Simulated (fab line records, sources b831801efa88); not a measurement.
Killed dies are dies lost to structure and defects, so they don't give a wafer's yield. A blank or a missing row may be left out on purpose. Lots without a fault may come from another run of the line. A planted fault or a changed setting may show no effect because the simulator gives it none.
fab line records | flow sky130
record lots=6 wafers=18 last_day=50
route steps=708 shown FIELD_ISO@19
lots that met no fault: from a run of the same line without faults
start_h: hours from the record's first day to the start of the lot's first wafer shown | wait_h: hours since the lot's step before | " the same as in the row above | L1.1+2: a row that stands for several wafers | - no value, or no start given | * or withheld: withheld | < > ~ a bound
route shown NAME@n: a module of which the file shows steps, and the number in the route of the first | usual: mean/standard deviation of fault-free wafers | same: alike in all rows | chamber/n: place in a boat | sites: the reading at each site | _std_site: their standard deviation | _edge_site: outer sites' mean less inner sites' | radius_mm: how far each site lies from the wafer's centre | mask NAME#n: copy n | behind: the tool/chamber that last shaped the wafer | hold: why the lot was held/for how many hours/how that ended | device: the transistor (n, p or np) that didn't switch | end of line: the same wafers' tests at the end of the route | a step without rows: its recipe alone | killed: dies lost to structure and defects at the first sort, not the wafer's yield | map: a wafer's dies, x killed, . not, _ none there
set.NAME: the setting as run; set.NAME@STEP: as run at that earlier step | model.NAME: the simulator's own value behind a step, which no gauge read
lots at some steps of the route; a table a step, a row a wafer
services: from which hour (start_h, from the record's first day; less than 0 if before it) a tool's chamber was out of use, for how many hours, and why
## steps
# step SKY_FIELD_ISO_WET_ETCH_18
# recipe chemistry=H3PO4 target_depth_nm=25 temp_c=160 target=Si3N4 time_s=286
# step SKY_FIELD_ISO_CLEAN_19
# recipe chemistry=SC1/SC2 mix=1:4:20 temp_c=70 time_s=150
# step SKY_FIELD_ISO_CLEAN_20
# recipe chemistry=dHF time_s=20 dilution=100:1
# step SKY_FIELD_ISO_WET_ETCH_21
# recipe chemistry=dHF dilution=100:1 target_depth_nm=20 dry=ipa_marangoni target=SiO2 temp_c=25 time_s=400
# step SKY_FIELD_ISO_OXIDATION_22
# recipe temp_c=950 ambient=O2 stabilise_s=600 purge_s=300 target_thk_a=100 ox_time_s=623
# step SKY_FIELD_ISO_THK_MEAS_23
# recipe reads=SiO2_of_FIELD_ISO_OXIDATION_22
# usual FIELD_ISO_OXIDATION_01_THK=9.91/0.22
# columns lot.wafer tool chamber start_h wait_h FIELD_ISO_OXIDATION_01_THK[nm]
L100.2 film_metro-02 - 38.90 0.0 9.99
L100.3 " - " " 9.98
L100.5 " - " " 10.02
L103.3 film_metro-04 - 50.39 0.0 9.99
L103.4 " - " " 9.93
L103.5 " - " " 9.86
L113.2 film_metro-02 - 105.17 0.0 9.49
L113.4 " - " " 9.51
L113.5 " - " " 9.45
L114.1 film_metro-04 - 113.93 0.0 9.89
L114.2 " - " " 10.09
L114.6 " - " " 9.94
L121.2 film_metro-02 - 147.68 0.0 10.00
L121.3 " - " " 10.15
L121.4 " - " " 10.12
L122.1 film_metro-01 - 156.03 0.0 9.73
L122.2 " - " " 9.77
L122.6 " - " " 9.62
# step SKY_FIELD_ISO_CVD_24
# recipe material=SiO2 target_thk_nm=595 temp_c=650 sigma_open_frac=0.3 time_s=99.2 sih4_flow_sccm=60 pressure_mtorr=6
# step SKY_FIELD_ISO_THK_MEAS_25
# recipe reads=SiO2_of_FIELD_ISO_CVD_24
# usual FIELD_ISO_CVD_24_THK=596/7.2
# columns lot.wafer tool chamber start_h wait_h FIELD_ISO_CVD_24_THK[nm]
L100.2 film_metro-01 - 39.04 0.0 601
L100.3 " - " " 602
L100.5 " - " " 594
L103.3 film_metro-02 - 50.52 0.1 596
L103.4 " - " " 588
L103.5 " - " " 593
L113.2 film_metro-01 - 105.30 0.0 600
L113.4 " - " " 601
L113.5 " - " " 588
L114.1 film_metro-01 - 114.06 0.0 596
L114.2 " - " " 582
L114.6 " - " " 597
L121.2 film_metro-02 - 147.81 0.0 582
L121.3 " - " " 600
L121.4 " - " " 578
L122.1 film_metro-02 - 156.16 0.0 599
L122.2 " - " " 590
L122.6 " - " " 590
# step SKY_FIELD_ISO_ANNEAL_26
# recipe temp_c=1000 time_s=1800 ambient=N2
# step SKY_FIELD_ISO_CMP_27
# recipe stop_on=Si3N4 t_overpolish_s=16 down_force_psi=4 platen_rpm=60 target_thk_nm=457.8 pad_velocity_m_s=0.94248
# usual head_pressure_psi=4.002/0.0095 motor_current_A=12.8/0.68 overpolish_run_s=16.000/0.0086 slurry_filter_dp_kPa=13.49/0.15 time_to_endpoint_s=107/4.3
# columns lot.wafer tool chamber start_h wait_h head_pressure_psi motor_current_A overpolish_run_s slurry_filter_dp_kPa time_to_endpoint_s
L100.2 cmp-01 1 41.81 0.1 3.988 13.2 15.988 13.64 104
L100.3 " 2 " " 3.989 13.7 15.989 13.43 110
L100.5 " 3 " " 4.010 12.8 15.991 13.69 104
L103.4 cmp-01 2 53.50 0.1 4.005 13.3 15.986 13.46 108
L103.3 " 3 " " 4.001 12.6 16.022 13.52 106
L103.5 " 1 " " 4.009 12.7 16.024 13.38 102
L113.4 cmp-01 1 107.63 0.1 4.008 13.3 15.996 13.51 104
L113.2 " 2 " " 4.003 12.8 15.999 13.51 109
L113.5 " 0 " " 4.005 13.6 16.005 13.39 107
L114.1 cmp-02 2 115.62 0.0 4.000 11.7 15.996 13.56 114
L114.2 " 1 " " 4.002 12.1 16.007 13.39 110
L114.6 " 3 " " 3.991 13.1 15.994 13.39 113
L121.3 cmp-02 2 154.86 0.0 3.991 11.8 15.989 13.49 113
L121.4 " 0 " " 4.021 13.1 15.997 13.43 111
L121.2 " 1 " " 4.003 11.3 16.016 13.51 109
L122.2 cmp-01 1 162.52 0.0 4.005 13.4 16.017 13.29 97
L122.1 " 0 " " 4.001 13.0 15.992 13.51 108
L122.6 " 2 " " 3.997 13.1 16.006 13.44 107
# step SKY_FIELD_ISO_WET_ETCH_28
# recipe chemistry=dHF target_depth_nm=23.7 target=SiO2 dilution=10:1 temp_c=25 time_s=47
# step SKY_FIELD_ISO_WET_ETCH_29
# recipe chemistry=H3PO4 target_depth_nm=160 target=Si3N4 temp_c=160 time_s=1825
# step SKY_FIELD_ISO_WET_ETCH_30
# recipe chemistry=dHF target_depth_nm=25 target=SiO2 dilution=10:1 temp_c=25 time_s=50
# usual bath_heat_duty_pct=5.9/0.83 run_length_s=78/3.5 temp_c=25.01/0.1
# columns lot.wafer tool chamber start_h wait_h bath_heat_duty_pct run_length_s temp_c model.SiO2_of_FIELD_ISO_CVD_24.thk_nm model.SiO2_of_FIELD_ISO_OXIDATION_01.thk_nm
L100.2 wet_bench-03 3 42.55 0.0 5.6 76 25.04 402.7 0
L100.3 " 3 " " 5.6 76 24.92 404.6 0
L100.5 " 3 " " 6.0 76 25.03 403.3 0
L103.3 wet_bench-01 1 54.31 0.0 6.6 75 24.96 402.3 0
L103.4 " 1 " " 6.1 75 25.13 404.2 0
L103.5 " 1 " " 6.2 75 25.08 402.9 0
L113.2 wet_bench-01 3 108.36 0.0 - - - 432.4 11.57
L113.4 " 3 " " - - - 429.5 11.43
L113.5 " 3 " " - - - 428.8 11.46
L114.1 wet_bench-01 2 116.46 0.0 - - - 430.5 11.97
L114.2 " 2 " " - - - 431.7 11.82
L114.6 " 2 " " - - - 432.2 11.74
L121.2 wet_bench-03 2 155.70 0.0 6.2 76 24.88 404.9 0
L121.3 " 2 " " 5.5 76 25.00 405.2 0
L121.4 " 2 " " 7.5 76 24.88 404.4 0
L122.1 wet_bench-04 3 163.36 0.0 5.2 84 25.19 404.7 0
L122.2 " 3 " " 5.9 84 25.12 403.1 0
L122.6 " 3 " " 5.5 84 25.02 406 0
## services
# columns tool chamber start_h hours kind
cmp-02 - 29.91 3.5 repair
cmp-01 - 30.80 1.2 repair
cmp-02 - 32.99 0.9 repair
cmp-01 - 64.00 4.0 pm
cmp-01 - 68.00 - consumable_replace:conditioner
cmp-01 - 68.00 - consumable_replace:pad
cmp-02 - 68.09 16.0 pm
cmp-02 - 92.56 9.6 repair
wet_bench-01 - 100.01 0.6 repair
cmp-02 - 107.23 6.2 pm
cmp-01 - 154.25 3.9 repair
cmp-01 - 160.19 1.3 repair
## key
first_sign step=SKY_FIELD_ISO_WET_ETCH_30 reading=tool_record direction=missing
effect none on later readings
model_effect step=SKY_FIELD_ISO_WET_ETCH_30 value=SiO2_of_FIELD_ISO_CVD_24.thk_nm without=403.4 struck=430.8
met_at SKY_FIELD_ISO_WET_ETCH_30
struck_wafers L113.2,L113.4,L113.5,L114.1,L114.2,L114.6
later_rows_left_out L113.2,L113.4,L113.5,L114.1,L114.2,L114.6
sort_left_out L113.2,L113.4,L113.5,L114.1,L114.2,L114.6
tester_left_out L113,L114
onset_between 54.31 108.36
fault kind=skipped_step_whole tool=wet_bench-01 chamber=- onset_h=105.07 steps=SKY_FIELD_ISO_WET_ETCH_30 scope=struck_lots_only
# tester_left_out: of these lots the tester's yield and bins aren't shown, on N5 and GAA mostly nor the transistor test; their killed dies are dies lost to structure and defects alone, not to doping, threshold or leakage, so they don't give the yield
# sort_left_out: the simulated sort isn't trusted on such a fault, so these wafers' sort isn't shown, and their yield isn't known
# later_rows_left_out: the simulator's readings of these wafers behind a module that went badly wrong aren't trusted and aren't shown, but for the sort
